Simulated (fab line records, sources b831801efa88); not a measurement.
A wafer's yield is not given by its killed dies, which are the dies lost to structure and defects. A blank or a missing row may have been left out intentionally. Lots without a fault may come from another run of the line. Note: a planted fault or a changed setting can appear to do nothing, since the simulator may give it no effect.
Shared-tool check ; flow gf180mcu ; Sampled: 11 lots, 31 wafers

WHY THIS WAS OPENED
At GF_STI_THK_MEAS_04 the reading STI_CVD_03_THK is flagged on 2 of 11 lots. Fault-free wafers read 208.2 nm, with a standard deviation of 2.
Rule: flag the lot when none of its wafers has a number, or when each of its wafers that has one lies beyond 4 standard deviations from that mean. The other lots count as sound.

lot;measured;on;STI_CVD_03_THK (nm), wafer by wafer;flag
L763;day 1 13:34;film-metro-04;205.1 204.1;
L764;day 1 18:34;film-metro-04;209.3 211.0 208.6;
L766;day 2 04:34;film-metro-04;207.0 207.7 209.3;
L769;day 2 20:33;film-metro-01;209.3 209.1 209.6;
L774;day 3 20:34;film-metro-04;244.8 241.6 243.1;FLAGGED
L775;day 4 02:53;film-metro-01;241.1 241.4 240.7;FLAGGED
L781;day 5 07:34;film-metro-04;207.8 207.8 208.5;
L782;day 5 12:34;film-metro-04;211.2 211.2 211.7;
L783;day 5 17:34;film-metro-01;210.7 210.9;
L784;day 5 23:04;film-metro-04;206.2 206.6 209.0;
L786;day 6 08:53;film-metro-02;205.0 205.5 205.2;
The numbers of the flagged lots are 242.1 nm on average: +33.9 nm against the usual, or +17 standard deviations.

WHICH TOOL RAN EACH LOT
The record keeps 1 process step preceding the reading, out of 602 steps on the route. Every cell lists first the tool, next ch and the chambers used by the sampled wafers, and last the start.
lot;flag;GF_STI_CVD_03
L763;;lpcvd-01 ch 1, day 1 11:34
L764;;lpcvd-02 ch 1, day 1 16:34
L766;;lpcvd-02 ch 0, day 2 02:34
L769;;lpcvd-02 ch 1, day 2 17:34
L774;FLAGGED;lpcvd-01 ch 1, day 3 18:34
L775;FLAGGED;lpcvd-01 ch 0, day 3 23:55
L781;;lpcvd-02 ch 0, day 5 05:34
L782;;lpcvd-02 ch 0, day 5 10:34
L783;;lpcvd-02 ch 1, day 5 15:34
L784;;lpcvd-02 ch 0, day 5 21:04
L786;;lpcvd-02 ch 0, day 6 06:52
What the steps here do:
- GF_STI_CVD_03: deposits Si3N4 from DCS/NH3, target thk 207.16 nm, time 3551 s.
- GF_STI_THK_MEAS_04

FLAGGED OVER TOTAL, TOOL BY TOOL (the gauges that took the reading come last)
step;tool;lots run;flagged;share of the flagged lots;sound lots run after its first flagged lot
GF_STI_CVD_03;lpcvd-01;3;2;all;0
GF_STI_CVD_03;lpcvd-02;8;0;none;-
GF_STI_THK_MEAS_04;film-metro-01;3;1;some;1 (L783)
GF_STI_THK_MEAS_04;film-metro-02;1;0;none;-
GF_STI_THK_MEAS_04;film-metro-04;7;1;some;3 (L781,L782,L784)

THE TABLE: WHAT IT ALLOWS
In the table, 1 row covers all flagged lots: lpcvd-01 at GF_STI_CVD_03.
- lpcvd-01 at GF_STI_CVD_03 ran 3 lots, 2 of them flagged. A fault beginning between L763 (day 1 11:34), its last sound lot, and L774 (day 3 18:34), its first flagged one, fits the data. Its own readings (spike-tc-centre-C, spike-tc-lower-C, spike-tc-top-C, spike-tc-upper-C, susceptor-temp-C) fall more than 4 standard deviations out on all wafers of the flagged lots.
Just one tool remains: lpcvd-01 at GF_STI_CVD_03.

WHAT THE SIMULATOR HAD PUT IN
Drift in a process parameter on lpcvd-01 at GF_STI_CVD_03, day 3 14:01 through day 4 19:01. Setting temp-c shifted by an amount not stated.
Struck lots among those shown: L774, L775. The rule given above showed the same thing.
